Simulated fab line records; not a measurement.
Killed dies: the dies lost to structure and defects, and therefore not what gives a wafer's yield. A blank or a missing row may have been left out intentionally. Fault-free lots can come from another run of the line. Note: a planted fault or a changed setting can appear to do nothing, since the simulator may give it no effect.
Matching of chambers    flow gf180mcu    4 sister chambers for GF_STI_ETCH_14 on rie si-01
The step etches Si in HBr/Cl2/O2, target depth 360 nm, time 102.9 s. 4 wafers are shown with their chamber, then 9 later ones without.

WAFERS WITH THEIR CHAMBER
wafer   chamber  drypump motor current A (A)
L526.1  1        5.2
L527.5  2        5.2
L533.5  3        5.7
L533.6  0        5.7

WAFERS WITH NO CHAMBER GIVEN
wafer   drypump motor current A (A)
L539.2  5.7
L539.3  5.1
L539.6  5.1
L542.1  5.7
L542.2  5.6
L542.4  5.2
L545.1  5.1
L545.3  5.6
L545.6  5.6

EACH ONE'S CHAMBER
wafer   from the rows above      in truth
L539.2  can't be placed: 0 or 3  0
L539.3  can't be placed: 1 or 2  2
L539.6  can't be placed: 1 or 2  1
L542.1  can't be placed: 0 or 3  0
L542.2  can't be placed: 0 or 3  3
L542.4  can't be placed: 1 or 2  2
L545.1  can't be placed: 1 or 2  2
L545.3  can't be placed: 0 or 3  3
L545.6  can't be placed: 0 or 3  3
Correct placement for 0 of the 9. From these rows, 9 cannot be placed; in 9 the true chamber is one of the candidates. Wrongly placed: 0.
How it was worked out, from the rows above alone: a wafer's distance from a chamber is the root of the sum, over the readings, of the square of ((its reading less the chamber's mean) divided by the reading's scatter). If the next closest chamber is less than 2 further off than the closest, the wafer can't be placed; otherwise it belongs to the closest. Each chamber's mean is taken over the wafers shown for it. The scatter: with one shown wafer a chamber, the root of the mean of the squares of how far each hidden wafer lies from its nearest shown one.
